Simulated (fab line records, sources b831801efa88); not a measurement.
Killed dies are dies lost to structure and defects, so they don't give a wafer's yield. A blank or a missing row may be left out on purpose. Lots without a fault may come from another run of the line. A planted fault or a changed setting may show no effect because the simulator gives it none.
A struck lot beside a sound one | flow gf180mcu | 15 steps out of a route of 602
Sound: wafers L368.2, L368.4, L368.5. Struck: wafers L365.1, L365.4, L365.5. The cause comes at the end.
At each step with rows: each side's tool, then ch and its chambers, then its first start. Under that, the readings that differ: sound wafers | struck wafers | difference of the means | sigmas: that difference in standard deviations of wafers without a fault.
alike: readings whose means differ by less than 2 such deviations, and words and numbers that are the same on both sides. not compared: withheld readings, readings that some wafer has no value for, bounds like >300 that may hide the same value, and numbers for which the record gives no deviation and whose values overlap.
The two part at a step that has a row with sigmas, a row that says differs or no value, or rows on one side only. Numbers that don't overlap but have no deviation are shown without sigmas and don't part them. A reading that every wafer of one side lacks parts them only if that side has two wafers or more.

first, 7 steps without rows for these wafers: GF_DUAL_GATE_DEHYDRATE_04 (time 60 s); GF_DUAL_GATE_HMDS_05 (prime time 60 s); GF_DUAL_GATE_COAT_06 (resist thk 1000 nm); GF_DUAL_GATE_SOFTBAKE_07 (time 60 s); GF_DUAL_GATE_EXPOSE_08 (exposes mask Dualgate, target cd 700 nm); GF_DUAL_GATE_PEB_09; GF_DUAL_GATE_DEVELOP_10 (develop time 60 s).
GF_DUAL_GATE_OVL_MEAS_11:
  sound on overlay-02, day 12 19:04; struck on overlay-01, day 11 17:52
  alike: DUAL_GATE_OVL
then, 1 step without rows for these wafers: GF_DUAL_GATE_WET_ETCH_12 (etches SiO2 in dHF, target depth 13 nm, time 260 s).
GF_DUAL_GATE_STRIP_13: strips in O2/N2.
  sound on plasma_asher-02 ch 0,1, day 12 19:11; struck on plasma_asher-04 ch 0,1, day 11 17:59
  alike: drypump_motor_current_A, heater_power_w, oes_product_au, strip_time_to_endpoint_s
  not compared: rf_hours_counter_h
then, 2 steps without rows for these wafers: GF_DUAL_GATE_CLEAN_14 (cleans in SC1/SC2, time 150 s); GF_DUAL_GATE_OXIDATION_15 (stabilise 600 s, purge 300 s, target thk 7.098 nm).
GF_POLY_GATE_CVD_00: deposits poly-Si, target thk 200 nm, time 1200 s.
  sound on lpcvd-01 ch 0, day 12 21:46; struck on lpcvd-02 ch 0, day 11 20:21
  reading                                       | sound             | struck            | difference | sigmas
  model.poly-Si_of_POLY_GATE_CVD_00.thk_nm (nm) | 203.4 202.9 203.9 | 287.1 287.6 286.8 | +83.8      |
  alike: zone_power_bottom_pct
GF_POLY_GATE_THK_MEAS_01:
  sound on film_metro-02, day 12 23:07; struck on film_metro-03, day 11 21:55
  reading                   | sound             | struck            | difference | sigmas
  POLY_GATE_CVD_00_THK (nm) | 203.3 202.9 203.9 | 287.3 287.5 286.6 | +83.8      | +44
  not compared: hold
GF_PASSIVATION_PROBE_99:
  the record has rows for the sound wafers here (prober-01, day 33 12:22) and none for the struck ones

WHERE THEY PART
First at GF_POLY_GATE_THK_MEAS_01; last, within this record, at GF_PASSIVATION_PROBE_99.

WHY: what the simulator had put in
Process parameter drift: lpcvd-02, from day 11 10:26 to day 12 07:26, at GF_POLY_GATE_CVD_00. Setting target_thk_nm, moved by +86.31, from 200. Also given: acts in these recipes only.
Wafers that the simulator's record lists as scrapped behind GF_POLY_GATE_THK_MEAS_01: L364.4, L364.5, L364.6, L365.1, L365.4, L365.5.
